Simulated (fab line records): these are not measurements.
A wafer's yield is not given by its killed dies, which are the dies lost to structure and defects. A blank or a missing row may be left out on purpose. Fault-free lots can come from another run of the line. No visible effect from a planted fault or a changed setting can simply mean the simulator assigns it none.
One fault through the eyes of 2 desks || flow sky130 || numbers are kept per desk, each desk with only its own; the story behind them comes last

== AT THE TOOL OWNER'S DESK: furnace-02 ==
The tool's own readings at SKY_GATE_OXIDE_OXIDATION_16 (stabilise 600 s, purge 300 s, target thk 3.57 nm): means of the sampled wafers that have a number, for each lot that ran on this tool. Any lot whose mean is over 4 standard deviations away from the usual mean is out of limits and marked OUT; that distance is given in the brackets.
Columns: A = spikeTcBottomC at SKY_GATE_OXIDE_OXIDATION_16, usual 818.6 C; B = spikeTcCentreC at SKY_GATE_OXIDE_OXIDATION_16, usual 800.5 C; C = spikeTcLowerC at SKY_GATE_OXIDE_OXIDATION_16, usual 801.2 C; D = spikeTcTopC at SKY_GATE_OXIDE_OXIDATION_16, usual 810.6 C; E = spikeTcUpperC at SKY_GATE_OXIDE_OXIDATION_16, usual 800.3 C; F = tubeCenterTempC at SKY_GATE_OXIDE_OXIDATION_16, usual 800 C; G = tube_center_temp_C_max at SKY_GATE_OXIDE_OXIDATION_16, usual 802.1
{"lot": "L707", "first seen here": "day 13 14:53", "A": 819.5, "B": 800.8, "C": 801.7, "D": 811.1, "E": 801.9, "F": 800, "G": 802.3}
{"lot": "L708", "first seen here": "day 13 18:46", "A": 819.8, "B": 800.6, "C": 801.4, "D": 810.7, "E": 800.3, "F": 800, "G": 802.1}
{"lot": "L710", "first seen here": "day 14 08:22", "A": 820.3, "B": 801.3, "C": 802.4, "D": 810.3, "E": 801.2, "F": 800, "G": 801.9}
{"lot": "L712", "first seen here": "day 14 23:10", "A": 820.5, "B": 801.1, "C": 801.7, "D": 810.7, "E": 801.2, "F": 800, "G": 802.2}
{"lot": "L715", "first seen here": "day 16 11:55", "A": 811.5, "B": "793.0 (-6.8) OUT", "C": "793.5 (-5.9) OUT", "D": "803.3 (-7.7) OUT", "E": "792.1 (-8.2) OUT", "F": "792 (-99 or more) OUT", "G": "793.6 (-27) OUT"}
{"lot": "L716", "first seen here": "day 16 11:55", "A": 811.9, "B": "792.2 (-7.5) OUT", "C": "792.6 (-6.6) OUT", "D": "802.6 (-8.5) OUT", "E": "793.5 (-6.8) OUT", "F": "792 (-99 or more) OUT", "G": "793.9 (-26) OUT"}
{"lot": "L726", "first seen here": "day 19 20:52", "A": 819.8, "B": 800.8, "C": 800.4, "D": 811.0, "E": 800.0, "F": 800, "G": 802.0}
{"lot": "L728", "first seen here": "day 20 17:01", "A": 820.2, "B": 800.5, "C": 802.7, "D": 810.5, "E": 800.1, "F": 800, "G": 802.1}
{"lot": "L730", "first seen here": "day 21 10:53", "A": 821.1, "B": 801.8, "C": 800.8, "D": 810.3, "E": 799.4, "F": 800, "G": 802.1}
This desk's finding: out of limits on L715, L716; first on L715, day 16 11:55 (spikeTcCentreC at SKY_GATE_OXIDE_OXIDATION_16). L707, L708, L710, L712, L726, L728, L730: within limits.

== METROLOGY DESK ==
What the gauges read for every lot (on any tool): the sampled wafers with a number, averaged. Any lot whose mean is over 4 standard deviations away from the usual mean is out of limits and marked OUT; that distance is given in the brackets.
Columns: A = POLY_GATE_OXIDATION_THK at SKY_POLY_GATE_THK_MEAS_21, usual 3.98 nm; B = LDD_LDN_OVL at SKY_LDD_LDN_OVL_MEAS_07, usual 0.4 nm
{"lot": "L707", "first seen here": "day 16 02:49", "A": 4.01, "B": -1.4}
{"lot": "L708", "first seen here": "day 16 05:25", "A": 3.99, "B": 2.6}
{"lot": "L709", "first seen here": "day 16 17:14", "A": 4.01, "B": 0.9}
{"lot": "L710", "first seen here": "day 16 19:59", "A": 4.03, "B": 2.0}
{"lot": "L712", "first seen here": "day 17 13:53", "A": 4.01, "B": -0.4}
{"lot": "L713", "first seen here": "day 17 21:22", "A": 4.14, "B": 1.6}
{"lot": "L715", "first seen here": "day 19 09:54", "A": 4.12, "B": -0.8}
{"lot": "L716", "first seen here": "day 19 09:54", "A": 4.00, "B": 0.5}
{"lot": "L726", "first seen here": "day 22 15:46", "A": 3.87, "B": 0.5}
{"lot": "L727", "first seen here": "day 22 23:28", "A": 4.08, "B": -0.3}
{"lot": "L728", "first seen here": "day 23 13:28", "A": 3.94, "B": 2.9}
{"lot": "L730", "first seen here": "day 24 06:33", "A": 3.97, "B": -1.0}
This desk's finding: nothing out of limits on any of the 12 lots.

== PUT TOGETHER ==
On L715, L716, at day 16 11:55, an alarm was possible from the tool owner's desk.
Nothing out of limits was seen by the metrology desk.
The metrology desk has L715, L716 on record, within its limits.
SKY_GATE_OXIDE_OXIDATION_16 was run on furnace-02 by each of the lots named.

== WHAT HAD BEEN PUT IN BY THE SIMULATOR ==
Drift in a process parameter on furnace-02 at SKY_GATE_OXIDE_OXIDATION_16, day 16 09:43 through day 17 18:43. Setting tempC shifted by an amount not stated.
Struck lots among those shown: L715, L716.
How many hours passed from the start of the fault until each desk's first out-of-limits reading: the tool owner's desk, 2.
